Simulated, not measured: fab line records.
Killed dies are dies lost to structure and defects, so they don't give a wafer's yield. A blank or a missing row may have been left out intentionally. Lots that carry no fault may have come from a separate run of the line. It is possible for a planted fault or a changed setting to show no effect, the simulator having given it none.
fab line records	flow sky130
[record] lots = 14	wafers = 42	last-day = 50
route steps=708 shown FIELD_ISO@17 VT_ADJUST_HVTR@141 SONOS_TUNNEL@162 SONOS_ONO@168
lots that met no fault: from a run of the same line without faults
start-h: the number of hours between the record's first day and the start of the first shown wafer of the lot	wait-h: time in hours since the lot's previous step	" unchanged from the row above	L1.1+2: a single row standing in for several wafers	- either no value or no given start	* or withheld: withheld	< > ~ a bound
route shown NAME@n: NAME is a module with steps in the file, n the number in the route of the first one	usual: the fault-free wafers' mean and standard deviation	same: alike in all rows	chamber/n: place in a boat	sites: per-site readings	_std_site: standard deviation of those values	_edge_site: inner sites' mean taken away from outer sites' mean	radius-mm: for every site, how far away it sits from the centre of the wafer	mask NAME#n: copy n	behind: tool/chamber where the wafer was last shaped	hold: why the lot was held/for how many hours/how that ended	device: whichever transistor did not switch (one of n, p or np)	end of line: the tests these same wafers got at the end of their route	for a step that has no rows: nothing shown but its recipe	killed: at the first sort, the dies lost to defects and structure; wafer yield is something else	map: dies across one wafer; x = killed, . = not, _ = none there
set.NAME: the setting the step ran with; set.NAME@STEP: the setting that earlier step ran with	model.NAME: the simulator's own value behind a step, which no gauge read
route steps across a sampled set of lots; one table per step, one row per wafer
services: the hour from which a tool's chamber was out of use, counted from the record's first day as start-h (under 0 if before that day), plus the number of hours and why
[[steps]]
[step SKY_FIELD_ISO_STRIP_16]
[recipe] chemistry = O2/N2	power-w = 1400	pressure-mtorr = 1500	platen-temp-c = withheld	o2-flow-sccm = 3000	n2-flow-sccm = 300	overash-fraction = 0.5
[usual] drypump-motor-current-A = 5.7/0.54	oes-product-au = 0.378/0.0046	strip-time-to-endpoint-s = 3.55/0.031
lot.wafer	tool	chamber	start-h	wait-h	drypump-motor-current-A	oes-product-au	rf-hours-counter-h	strip-time-to-endpoint-s
L796.1	plasma-asher-02	1	34.39	0.0	5.6	0.370	33	3.54
L796.4	"	1	"	"	5.5	0.381	-	3.55
L796.6	"	0	"	"	5.0	0.381	-	3.57
L798.1	plasma-asher-02	0	47.19	0.0	4.9	0.374	34	3.56
L798.2	"	1	"	"	5.6	0.378	34	3.59
L798.5	"	0	"	"	5.0	0.375	-	3.60
L799.2	plasma-asher-02	0	49.32	0.0	5.0	0.374	35	3.56
L799.5	"	0	"	"	4.9	0.376	-	3.50
L799.6	"	1	"	"	5.5	0.384	-	3.53
L800.1	plasma-asher-02	1	56.19	0.0	5.6	0.374	35	3.55
L800.2	"	0	"	"	4.9	0.372	35	3.57
L800.4	"	0	"	"	5.0	0.369	-	3.53
L801.1	plasma-asher-04	0	60.39	0.0	6.6	0.370	39	3.50
L801.3	"	1	"	"	5.3	0.382	-	3.55
L801.4	"	0	"	"	6.6	0.372	-	3.56
L802.1	plasma-asher-02	0	67.79	0.0	4.9	0.375	37	3.52
L802.3	"	1	"	"	5.6	0.382	-	3.51
L802.6	"	0	"	"	4.9	0.375	-	3.49
L809.3	plasma-asher-04	0	104.30	0.1	6.6	0.371	-	3.49
L809.5	"	1	"	"	5.3	0.367	-	3.50
L809.6	"	0	"	"	6.6	0.378	-	3.55
L810.1	plasma-asher-02	1	109.14	0.0	5.5	0.380	41	3.56
L810.2	"	0	"	"	4.9	0.381	41	3.59
L810.6	"	0	"	"	4.9	0.383	-	3.57
L811.2	plasma-asher-03	0	112.82	0.0	6.1	0.386	43	3.52
L811.3	"	0	"	"	6.0	0.376	-	3.54
L811.6	"	1	"	"	5.9	0.386	-	3.57
L812.1	plasma-asher-04	1	117.77	0.0	5.3	0.370	0	3.54
L812.2	"	0	"	"	6.6	0.382	0	3.54
L812.6	"	1	"	"	5.3	0.373	-	3.55
L813.2	plasma-asher-03	0	122.62	0.0	6.0	0.380	45	3.56
L813.4	"	0	"	"	6.0	0.374	-	3.56
L813.5	"	0	"	"	6.0	0.383	-	3.54
L814.1	plasma-asher-04	0	127.74	0.0	6.6	0.371	1	3.57
L814.3	"	0	"	"	6.6	0.383	-	3.56
L814.4	"	1	"	"	5.3	0.380	-	3.58
L816.1	plasma-asher-04	0	138.04	0.0	6.6	0.380	2	3.56
L816.4	"	1	"	"	5.3	0.379	-	3.52
L816.6	"	0	"	"	6.6	0.385	-	3.55
L817.1	plasma-asher-03	1	143.17	0.0	5.9	0.374	47	3.54
L817.3	"	0	"	"	6.0	0.371	-	3.52
L817.6	"	1	"	"	5.9	0.376	-	3.53
[step SKY_VT_ADJUST_HVTR_STRIP_10]
[recipe] chemistry = O2/N2	power-w = 1400	pressure-mtorr = 1500	platen-temp-c = withheld	o2-flow-sccm = 3000	n2-flow-sccm = 300	overash-fraction = 0.5
[usual] drypump-motor-current-A = 5.8/0.6	oes-product-au = 0.716/0.0052	strip-time-to-endpoint-s = 14.17/0.038
lot.wafer	tool	chamber	start-h	wait-h	drypump-motor-current-A	oes-product-au	rf-hours-counter-h	strip-time-to-endpoint-s
L796.1	plasma-asher-04	0	210.46	0.1	6.6	0.721	9	14.17
L796.4	"	1	"	"	5.3	0.724	-	14.19
L796.6	"	1	"	"	5.3	0.719	-	14.15
L798.1	plasma-asher-01	1	225.76	0.1	6.1	0.716	40	14.18
L798.2	"	0	"	"	4.9	0.717	40	14.19
L798.5	"	1	"	"	6.1	0.716	-	14.17
L799.2	plasma-asher-04	1	227.33	0.1	5.2	0.716	11	14.19
L799.5	"	0	"	"	6.6	0.721	-	14.15
L799.6	"	1	"	"	5.3	0.718	-	14.10
L800.1	plasma-asher-01	1	244.53	0.1	6.1	0.711	42	14.18
L800.2	"	0	"	"	4.9	0.712	42	14.19
L800.4	"	1	"	"	6.1	0.713	-	14.21
L801.1	plasma-asher-04	1	249.27	0.1	5.3	0.714	13	14.19
L801.3	"	1	"	"	5.3	0.708	-	14.18
L801.4	"	0	"	"	6.6	0.717	-	14.16
L802.1	plasma-asher-04	1	259.16	0.1	5.2	0.707	14	14.17
L802.3	"	0	"	"	6.6	0.725	-	14.20
L802.6	"	0	"	"	6.6	0.711	-	14.19
L809.3	plasma-asher-04	1	309.79	0.1	5.3	0.717	-	14.09
L809.5	"	0	"	"	6.6	0.715	-	14.10
L809.6	"	1	"	"	5.3	0.713	-	14.09
L810.1	plasma-asher-04	1	319.18	0.1	5.3	0.706	20	14.19
L810.2	"	0	"	"	6.6	0.705	20	14.18
L810.6	"	1	"	"	5.3	0.726	-	14.14
L811.2	plasma-asher-01	1	325.55	0.1	6.0	0.719	50	14.24
L811.3	"	0	"	"	4.9	0.719	-	14.23
L811.6	"	1	"	"	6.0	0.716	-	14.22
L812.1	plasma-asher-03	0	333.76	0.1	6.1	0.723	66	14.12
L812.2	"	1	"	"	5.9	0.707	66	14.14
L812.6	"	1	"	"	5.9	0.710	-	14.13
L813.2	plasma-asher-03	0	337.90	0.1	6.0	0.719	66	14.20
L813.4	"	0	"	"	6.0	0.714	-	14.19
L813.5	"	1	"	"	5.9	0.716	-	14.19
L814.1	plasma-asher-01	1	340.25	0.1	6.1	0.713	52	14.23
L814.3	"	0	"	"	4.9	0.712	-	14.22
L814.4	"	1	"	"	6.1	0.710	-	14.20
L816.1	plasma-asher-01	1	357.91	0.1	6.1	0.716	53	14.20
L816.4	"	1	"	"	6.1	0.712	-	14.20
L816.6	"	1	"	"	6.1	0.718	-	14.22
L817.1	plasma-asher-01	1	363.51	0.1	6.1	0.721	54	14.18
L817.3	"	1	"	"	6.1	0.705	-	14.22
L817.6	"	0	"	"	4.9	0.712	-	14.19
[step SKY_SONOS_TUNNEL_OVL_MEAS_08]
[usual] SONOS_TUNNEL_OVL = 0.4/1.3
lot.wafer	tool	chamber	start-h	wait-h	SONOS_TUNNEL_OVL[nm]
L796.1	overlay-01	-	256.89	0.1	1.0
L796.4	"	-	"	"	-1.5
L796.6	"	-	"	"	1.5
L798.1	overlay-02	-	274.44	0.1	1.9
L798.2	"	-	"	"	-0.1
L798.5	"	-	"	"	0.9
L799.2	overlay-01	-	274.54	0.1	0.8
L799.5	"	-	"	"	0.6
L799.6	"	-	"	"	1.8
L800.1	overlay-02	-	294.64	0.1	0.4
L800.2	"	-	"	"	-0.8
L800.4	"	-	"	"	-0.3
L801.1	overlay-01	-	299.34	0.1	0.8
L801.3	"	-	"	"	0.8
L801.4	"	-	"	"	1.7
L802.1	overlay-02	-	310.04	0.1	-1.4
L802.3	"	-	"	"	-1.8
L802.6	"	-	"	"	-0.9
L809.3	overlay-01	-	363.63	0.1	0.0
L809.5	"	-	"	"	-0.5
L809.6	"	-	"	"	0.1
L810.1	overlay-02	-	374.29	0.1	0.0
L810.2	"	-	"	"	1.7
L810.6	"	-	"	"	-0.5
L811.2	overlay-02	-	380.59	0.1	0.3
L811.3	"	-	"	"	0.0
L811.6	"	-	"	"	2.3
L812.1	overlay-01	-	389.94	0.1	2.7
L812.2	"	-	"	"	1.1
L812.6	"	-	"	"	3.3
L813.2	overlay-02	-	395.15	0.1	-2.1
L813.4	"	-	"	"	-0.6
L813.5	"	-	"	"	0.2
L814.1	overlay-01	-	396.74	0.1	2.8
L814.3	"	-	"	"	1.3
L814.4	"	-	"	"	1.0
L816.1	overlay-02	-	415.89	0.1	-1.1
L816.4	"	-	"	"	-0.8
L816.6	"	-	"	"	1.0
L817.1	overlay-01	-	421.67	0.1	-2.0
L817.3	"	-	"	"	-0.5
L817.6	"	-	"	"	-1.8
[step SKY_SONOS_ONO_OXIDATION_00]
[recipe] temp-c = 800	ambient = O2	idle-temp-c = 700	ramp-up-c-per-min = 10	ramp-down-c-per-min = 3	stabilise-s = 600	purge-s = 300	target-thk-a = 26	ox-time-s = 1249
[usual] spike-tc-bottom-C = 819.1/1.5	spike-tc-centre-C = 800.2/1.4	spike-tc-lower-C = 801.1/1	spike-tc-top-C = 814/3.1	spike-tc-upper-C = 799.4/0.89	tube-center-temp-C = 800.01/0.072	tube_center_temp_C_max = 802.1/0.35	zone-power-bottom-pct = 20.0/0.94
lot.wafer	tool	chamber	start-h	wait-h	spike-tc-bottom-C	spike-tc-centre-C	spike-tc-lower-C	spike-tc-top-C	spike-tc-upper-C	tube-center-temp-C	tube_center_temp_C_max	zone-power-bottom-pct
L796.1	furnace-02	0	257.93	0.5	817.9	799.1	801.6	816	799.5	799.87	802.0	20.5
L796.4	"	0	"	"	818.5	800.1	801.0	815	798.2	800	802.3	20.7
L796.6	"	0	"	"	818.5	799.8	799.2	815	797.9	799.94	801.9	20.7
L798.1	furnace-02	0	275.88	0.9	819.9	799.8	800.1	816	799.8	799.91	801.8	20.7
L798.2	"	0	"	"	821.1	802.6	801.9	817	799.9	800.13	802.7	21.0
L798.5	"	0	"	"	818.3	798.6	798.6	816	800.3	800.03	802.7	20.5
L799.2	furnace-02	0	275.88	0.8	819.4	799.9	800.2	817	800.0	800.1	802.3	20.7
L799.5	"	0	"	"	819.1	798.7	802.4	818	800.2	799.96	801.8	20.5
L799.6	"	0	"	"	819.1	800.5	801.1	817	799.7	799.99	802.2	20.7
L800.1	furnace-02	0	295.76	0.6	842.3	823.1	824.4	841	823.1	823.89	826.2	22.1
L800.2	"	0	"	"	840.8	824.0	826.1	840	823.7	823.59	825.9	21.9
L800.4	"	0	"	"	842.9	822.6	823.8	839	822.2	823.76	825.4	22.3
L801.1	furnace-02	0	299.88	0.0	841.7	822.7	825.0	841	822.7	823.76	825.9	22.1
L801.3	"	0	"	"	841.1	823.8	823.4	841	823.5	823.83	826.1	22.2
L801.4	"	0	"	"	841.1	822.4	823.9	840	822.2	823.75	825.4	21.9
L802.1	furnace-01	0	313.15	2.6	818.3	800.4	799.5	812	799.2	799.99	801.9	18.4
L802.3	"	0	"	"	821.8	802.7	801.2	807	799.1	799.98	801.9	18.8
L802.6	"	0	"	"	820.1	802.4	799.9	809	799.0	800.15	801.9	18.7
L809.3	furnace-01	0	364.22	0.0	821.0	801.5	800.3	811	799.7	799.96	802.9	18.8
L809.5	"	0	"	"	820.0	799.8	799.5	810	799.2	800.01	802.0	18.6
L809.6	"	0	"	"	820.8	799.9	799.8	809	798.7	800.01	802.1	18.8
L810.1	furnace-01	0	374.88	0.0	820.1	801.1	801.1	810	799.9	799.99	802.0	18.6
L810.2	"	0	"	"	820.4	801.0	800.6	810	799.2	800.07	801.5	18.5
L810.6	"	0	"	"	820.9	801.8	801.8	810	799.0	800.04	801.9	18.7
L811.2	furnace-02	0	382.91	1.8	817.1	799.3	799.1	816	799.1	800.02	802.1	20.5
L811.3	"	0	"	"	817.2	799.5	801.1	817	799.5	799.93	801.9	20.5
L811.6	"	0	"	"	817.8	799.7	800.8	817	799.8	799.94	802.0	20.7
L812.1	furnace-02	0	392.74	2.2	816.7	799.2	800.4	815	800.6	799.94	802.5	20.4
L812.2	"	0	"	"	819.7	799.6	801.3	815	798.9	799.97	802.1	20.8
L812.6	"	0	"	"	819.1	796.9	801.3	816	801.1	799.96	801.8	20.6
L813.2	furnace-02	0	397.13	1.3	820.1	799.7	802.1	815	799.3	799.95	802.8	20.5
L813.4	"	0	"	"	819.1	798.8	800.2	817	800.2	800.15	802.4	20.3
L813.5	"	0	"	"	819.0	797.8	800.8	816	798.1	799.93	802.1	20.6
L814.1	furnace-01	0	399.71	2.4	821.4	802.7	801.0	810	798.1	800.02	802.6	18.7
L814.3	"	0	"	"	819.4	800.6	800.6	810	800.5	800.13	801.6	18.4
L814.4	"	0	"	"	822.0	802.2	800.1	810	799.6	800	801.7	18.4
L816.1	furnace-02	0	418.13	1.7	818.7	799.4	800.2	815	800.2	799.94	802.4	20.8
L816.4	"	0	"	"	818.8	799.8	800.1	816	797.5	799.89	801.7	20.8
L816.6	"	0	"	"	818.5	800.9	802.5	816	799.1	800.03	802.3	20.8
L817.1	furnace-02	0	422.21	0.0	818.8	797.8	803.8	817	800.4	800.01	802.3	20.6
L817.3	"	0	"	"	820.1	800.2	800.6	816	797.4	800.05	801.9	20.5
L817.6	"	0	"	"	819.5	798.5	801.5	816	801.4	799.91	801.4	20.9
[step SKY_SONOS_ONO_THK_MEAS_01]
[recipe] reads = SiO2_of_SONOS_ONO_OXIDATION_00
[usual] SONOS_ONO_OXIDATION_THK = 2.62/0.067
lot.wafer	tool	chamber	start-h	wait-h	SONOS_ONO_OXIDATION_THK[nm]
L796.1	film-metro-04	-	259.28	0.0	2.61
L796.4	"	-	"	"	2.64
L796.6	"	-	"	"	2.65
L798.1	film-metro-02	-	277.22	0.0	2.58
L798.2	"	-	"	"	2.64
L798.5	"	-	"	"	2.57
L799.2	film-metro-04	-	277.23	0.0	2.61
L799.5	"	-	"	"	2.69
L799.6	"	-	"	"	2.66
L800.1	film-metro-03	-	297.10	0.0	3.67
L800.2	"	-	"	"	3.71
L800.4	"	-	"	"	3.71
L801.1	film-metro-03	-	301.22	0.0	3.57
L801.3	"	-	"	"	3.66
L801.4	"	-	"	"	3.57
L802.1	film-metro-04	-	314.49	0.0	2.68
L802.3	"	-	"	"	2.69
L802.6	"	-	"	"	2.70
L809.3	film-metro-03	-	365.59	0.0	2.61
L809.5	"	-	"	"	2.63
L809.6	"	-	"	"	2.62
L810.1	film-metro-03	-	376.23	0.0	2.70
L810.2	"	-	"	"	2.55
L810.6	"	-	"	"	2.66
L811.2	film-metro-02	-	384.27	0.0	2.64
L811.3	"	-	"	"	2.66
L811.6	"	-	"	"	2.57
L812.1	film-metro-03	-	394.08	0.0	2.56
L812.2	"	-	"	"	2.59
L812.6	"	-	"	"	2.60
L813.2	film-metro-02	-	398.49	0.0	2.52
L813.4	"	-	"	"	2.58
L813.5	"	-	"	"	2.50
L814.1	film-metro-04	-	401.06	0.0	2.71
L814.3	"	-	"	"	2.59
L814.4	"	-	"	"	2.68
L816.1	film-metro-03	-	419.48	0.0	2.59
L816.4	"	-	"	"	2.60
L816.6	"	-	"	"	2.60
L817.1	film-metro-03	-	423.56	0.0	2.56
L817.3	"	-	"	"	2.58
L817.6	"	-	"	"	2.57
[[services]]
tool	chamber	start-h	hours	kind
furnace-02	-	27.60	3.1	pm
plasma-asher-01	-	54.85	2.3	repair
furnace-01	-	55.49	3.4	pm
plasma-asher-01	-	103.12	1.1	repair
plasma-asher-04	-	108.75	9.0	pm
plasma-asher-04	0	108.75	9.0	vent-cycle
plasma-asher-04	1	108.75	9.0	vent-cycle
plasma-asher-04	0	117.75	-	clean
plasma-asher-04	1	117.75	-	clean
furnace-02	-	149.44	4.3	pm
furnace-01	-	156.58	3.5	pm
plasma-asher-02	-	215.61	13.1	repair
furnace-01	-	240.18	2.9	pm
furnace-02	-	309.48	3.7	pm
furnace-02	-	317.53	3.9	pm
furnace-01	-	324.62	3.5	pm
plasma-asher-03	-	338.23	4.0	repair
furnace-02	-	378.57	1.3	repair
plasma-asher-03	-	386.30	14.6	pm
plasma-asher-02	-	416.88	3.7	repair
plasma-asher-02	-	421.25	9.0	pm
plasma-asher-02	0	421.25	9.0	vent-cycle
plasma-asher-02	1	421.25	9.0	vent-cycle
[[key]]
[first-sign] step = SKY_SONOS_ONO_OXIDATION_00	reading = tube-center-temp-C	direction = up	sigmas = 99+	usual = *	struck = *
[effect] step = SKY_SONOS_ONO_OXIDATION_00	reading = tube_center_temp_C_max	direction = up	sigmas = 68	usual = *	struck = *
[effect] step = SKY_SONOS_ONO_THK_MEAS_01	reading = SONOS_ONO_OXIDATION_THK	direction = up	sigmas = 15	usual = 2.62	struck = 3.65
met-at SKY_SONOS_ONO_OXIDATION_00
struck-lots L800,L801
sort-left-out L800.1,L800.2,L800.4,L801.1,L801.3,L801.4
tester-left-out L800,L801
not-acting-at SKY_FIELD_ISO_STRIP_16,SKY_VT_ADJUST_HVTR_STRIP_10,SKY_SONOS_TUNNEL_OVL_MEAS_08
onset-between 275.88 295.76
[fault] kind = process-parameter-drift	tool = furnace-02	chamber = -	onset-h = 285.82	steps = SKY_SONOS_ONO_OXIDATION_00	channel = temp-c	offset = *	shape = step	end-h = 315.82	acts-in = *	stated = *
// tester-left-out: of these lots the tester's yield and bins aren't shown, on N5 and GAA mostly nor the transistor test; their killed dies are dies lost to structure and defects alone, not to doping, threshold or leakage, so they don't give the yield
// sort-left-out: the simulated sort isn't trusted on such a fault, so these wafers' sort isn't shown, and their yield isn't known
